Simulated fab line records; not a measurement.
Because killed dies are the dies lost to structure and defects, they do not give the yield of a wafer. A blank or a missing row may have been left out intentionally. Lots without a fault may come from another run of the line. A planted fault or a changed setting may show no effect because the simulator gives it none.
Chamber matching ; flow sky130 ; SKY_POLY_GATE_ETCH_15 on rie_diel-01 has 4 sister chambers
The step etches BARC in N2/H2, stops on SiO2, time 118.5 s, target depth 110 nm. 4 wafers are shown with their chamber, then 7 later ones without.

== EACH WAFER AND ITS CHAMBER ==
wafer;chamber;drypump_motor_current_A (A)
L316.1;1;5.3
L318.5;2;5.4
L323.3;3;5.0
L323.5;0;6.5

== WAFERS WHOSE CHAMBER IS MISSING ==
wafer;drypump_motor_current_A (A)
L323.6;5.3
L330.2;5.3
L330.4;5.3
L330.5;5.0
L329.2;6.4
L329.4;6.4
L329.5;5.4

== WHICH CHAMBER EACH ONE RAN IN ==
wafer;from the rows above;in truth
L323.6;can't be placed: 1 or 2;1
L330.2;can't be placed: 1 or 2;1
L330.4;can't be placed: 1 or 2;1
L330.5;3;3
L329.2;0;0
L329.4;0;0
L329.5;can't be placed: 2 or 1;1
Placed correctly: 3 of 7. Cannot be placed on the basis of these rows: 4; the candidates contain the true chamber in 4. Wrongly placed: 0.
How it was worked out, from the rows above alone: a wafer's distance from a chamber is the root of the sum, over the readings, of the square of ((its reading less the chamber's mean) divided by the reading's scatter). If the next closest chamber is less than 2 further off than the closest, the wafer can't be placed; otherwise it belongs to the closest. The mean given for a chamber averages the wafers shown for that chamber. The scatter (one wafer shown for each chamber): square how far every hidden wafer sits from the nearest shown wafer, average those squares and take the square root.
